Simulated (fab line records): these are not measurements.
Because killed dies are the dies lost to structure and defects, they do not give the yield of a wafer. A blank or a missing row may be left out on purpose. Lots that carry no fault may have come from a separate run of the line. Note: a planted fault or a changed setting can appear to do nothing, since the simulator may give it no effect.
Comparing a struck lot with a sound one -- flow sky130 -- 17 out of 708 route steps
Sound: these wafers, L476.2, L476.4, L476.5. Wafers struck: L468.1, L468.2, L468.5. The cause is given at the end.
Order at every step that has rows: each side's tool, ch and its chambers, its first start. Under that, the readings that differ: sound wafers -- struck wafers -- difference of the means -- sigmas: that difference in standard deviations of wafers without a fault.
alike: readings with means less than 2 such deviations apart, plus words and numbers identical on both sides. not compared: withheld readings, readings lacking a value on some wafer, bounds such as >300 that could conceal the same value, and numbers that have no deviation in the record and whose values overlap.
The two part at a step that has a row with sigmas, a row that says differs or no value, or rows on one side only. When numbers do not overlap yet have no deviation, they are printed without sigmas and do not part them. Lack of a reading on every wafer of one side parts them only where that side has two or more wafers.

SKY_SONOS_ONO_THK_MEAS_03:
  sound: film metro-03 at day 18 19:41; struck: film metro-03 at day 15 16:37
  alike: SONOS_ONO_CVD_02_THK
then, 1 step without rows for these wafers: SKY_SONOS_ONO_CVD_04 (deposits SiO2 from SiH4/N2O, target thk 5.7199 nm).
SKY_SONOS_ONO_THK_MEAS_05:
  sound: film metro-04 at day 18 21:00; struck: film metro-04 at day 15 17:56
  alike: SONOS_ONO_CVD_04_THK
then, 7 steps without rows for these wafers: SKY_SONOS_ONO_DEHYDRATE_06 (time 60 s); SKY_SONOS_ONO_HMDS_07 (prime time 60 s); SKY_SONOS_ONO_COAT_08 (resist thk 1140 nm); SKY_SONOS_ONO_SOFTBAKE_09 (time 60 s); SKY_SONOS_ONO_EXPOSE_10 (exposes mask ONOM, target cd 410 nm); SKY_SONOS_ONO_PEB_11; SKY_SONOS_ONO_DEVELOP_12 (develop time 60 s).
SKY_SONOS_ONO_CD_MEAS_13: target cd 410 nm.
  sound: cd sem-01 at day 20 04:05; struck: cd sem-02 at day 16 21:58
  alike: cd nm
SKY_SONOS_ONO_OVL_MEAS_14:
  sound: overlay-02 at day 20 04:12; struck: overlay-02 at day 16 22:05
  alike: SONOS_ONO_OVL
SKY_SONOS_ONO_ETCH_15: etches the open film in CHF3/O2, target depth 19.52 nm, time 7.8 s.
  sound on rie diel-01 ch 2,3, day 20 04:14; struck on rie diel-03 ch 0,1,3, day 16 22:08
  no value came back on the struck wafers for any of 6 readings (O2_flow_sccm (sccm), bias w (W) and others); on the sound wafers O2_flow_sccm (sccm) reads 5.005 5.004 4.995
reading,sound,struck,difference,sigmas
model.NOVOLAK_of_SONOS_ONO_COAT_08.thk nm (nm),1123 1124 1122,1137 1141 1143,+17,
model.SiO2_of_FIELD_ISO_CVD_24.thk nm (nm),400 400.3 399,402.4 403.6 402.8,+3.2,
model.SiO2_of_NWELL_OXIDATION_01.thk nm (nm),5.174 5.152 5.109,8.592 8.763 8.645,+3.522,
  not compared: rf hours counter h
then, 1 step without rows for these wafers: SKY_SONOS_ONO_WET_ETCH_16 (etches SiO2 in dHF, target depth 14 nm, time 280 s).
SKY_SONOS_ONO_STRIP_17: strips in O2/N2.
  sound on plasma asher-04 ch 0,1, day 20 04:20; struck on plasma asher-01 ch 0,1, day 16 22:14
reading,sound,struck,difference,sigmas
strip time to endpoint s (s),14.08 14.10 14.09,14.13 14.19 14.21,+0.09,+2
  alike: chamber pressure mTorr, drypump motor current A, oes product au
  not compared: rf hours counter h
SKY_SONOS_ONO_WET_ETCH_18: etches Si3N4 in H3PO4, target depth 15 nm, time 172 s.
  sound on wet bench-01 ch 3, day 20 04:26; struck on wet bench-04 ch 3, day 16 22:20
reading,sound,struck,difference,sigmas
bath guard temp C (C),160.3 160.8 160.5,159.6 159.9 159.7,-0.8,-2
model.SiO2_of_FIELD_ISO_CVD_24.thk nm (nm),384.2 384.5 383.1,386.8 387.9 387.1,+3.3,
  alike: bath heat duty pct
-- a jump in the record: the struck wafers' starts before and after are 32 days apart (it breaks off in module SONOS_ONO and resumes in module PAD_OPEN, where the first step shown is number 708 of the route) --
SKY_PAD_OPEN_PROBE_99:
  sound: prober-01 at day 50 18:56; struck: prober-01 at day 49 01:26
reading,sound,struck,difference,sigmas
hold,- - -,await dispo/1.8h/scrap await dispo/1.8h/scrap await dispo/1.8h/scrap,no value on the sound wafers,
killed at front end,17 11 13,423 409 418,+403,+90
killed dies,94 78 74,492 492 492,+410,+42
killed on rim,20 9 13,96 96 96,+82,+23
  alike: killed_at_M0_to_M3, killed_at_M4_up, killed at contacts, killed at other, killed open, killed short

WHERE THEY PART
At SKY_SONOS_ONO_ETCH_15 first; at SKY_PAD_OPEN_PROBE_99 last (within this record only).

WHY: the cause the simulator had injected
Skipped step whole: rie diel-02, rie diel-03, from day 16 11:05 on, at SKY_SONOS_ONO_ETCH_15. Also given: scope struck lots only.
